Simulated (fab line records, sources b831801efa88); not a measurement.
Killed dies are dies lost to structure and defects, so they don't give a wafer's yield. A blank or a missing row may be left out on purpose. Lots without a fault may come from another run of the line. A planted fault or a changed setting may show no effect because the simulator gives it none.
One fault seen from 2 desks | flow gf180mcu | each desk has only its own numbers; what lay behind them comes last

THE TOOL OWNER'S DESK: pecvd-04
The tool's own readings at GF_SAB_CVD_00 (deposits SiO2 from TEOS, target thk 50 nm, time 4.9302 s): means of the sampled wafers that have a number, for each lot that ran on this tool. A lot is out of limits, marked OUT, if its mean lies more than 4 standard deviations from the usual mean; the brackets give that distance.
Columns: A = heater_power_w at GF_SAB_CVD_00, usual 677 W
lot  | first seen here | A
L869 | day 13 23:16    | 619
L870 | day 14 09:00    | 670
L872 | day 15 03:31    | 750
L876 | day 16 21:06    | 764
L880 | day 18 06:09    | 783
L889 | day 21 03:03    | 705
L890 | day 21 16:24    | 692
This desk's finding: nothing out of limits on any of the 7 lots.

THE METROLOGY DESK
What the gauges read, lot by lot, whatever tool the lot ran on: means of the sampled wafers that have a number. A lot is out of limits, marked OUT, if its mean lies more than 4 standard deviations from the usual mean; the brackets give that distance.
Columns: A = NSD_OVL at GF_NSD_OVL_MEAS_08, usual 0.0 nm; B = SAB_CVD_00_THK at GF_SAB_THK_MEAS_01, usual 50.1 nm; C = cd_nm at GF_SAB_CD_MEAS_09, usual 419.9 nm
lot  | first seen here | A    | B              | C
L869 | day 13 01:17    | 1.3  | 50.7           | 422.8
L870 | day 13 11:22    | 0.1  | 50.4           | 420.8
L872 | day 14 05:13    | -1.9 | 50.3           | 421.6
L873 | day 14 13:25    | -0.4 | 50.5           | 417.3
L874 | day 15 04:31    | -1.6 | 49.4           | 421.7
L876 | day 15 22:14    | -0.2 | 50.5           | 419.5
L877 | day 16 03:47    | -0.0 | 50.0           | 420.2
L878 | day 16 10:21    | -0.7 | 50.4           | 419.1
L880 | day 17 06:19    | -0.2 | 49.9           | 419.4
L889 | day 20 02:11    | -0.5 | 17.3 (-44) OUT | 419.6
L890 | day 20 15:10    | 1.3  | 16.6 (-45) OUT | 421.3
L891 | day 20 22:20    | -3.1 | 49.7           | 422.3
L892 | day 21 08:05    | 0.0  | 50.1           | 422.0
This desk's finding: out of limits on L889, L890; first on L889, day 21 03:05 (SAB_CVD_00_THK at GF_SAB_THK_MEAS_01). In limits: L869, L870, L872, L873, L874, L876, L877, L878, L880, L891, L892.

PUT TOGETHER
The metrology desk could have raised an alarm at day 21 03:05, on L889, L890.
The tool owner's desk saw nothing out of limits.
The tool owner's desk has L889, L890 on record, within its limits.
Of the lots named, all ran GF_SAB_CVD_00 on pecvd-04.

WHAT THE SIMULATOR HAD PUT IN
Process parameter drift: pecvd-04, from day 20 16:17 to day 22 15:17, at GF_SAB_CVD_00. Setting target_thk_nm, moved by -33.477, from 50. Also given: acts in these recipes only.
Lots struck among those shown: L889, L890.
Hours from the fault's start to each desk's first reading out of limits: the metrology desk, 11.
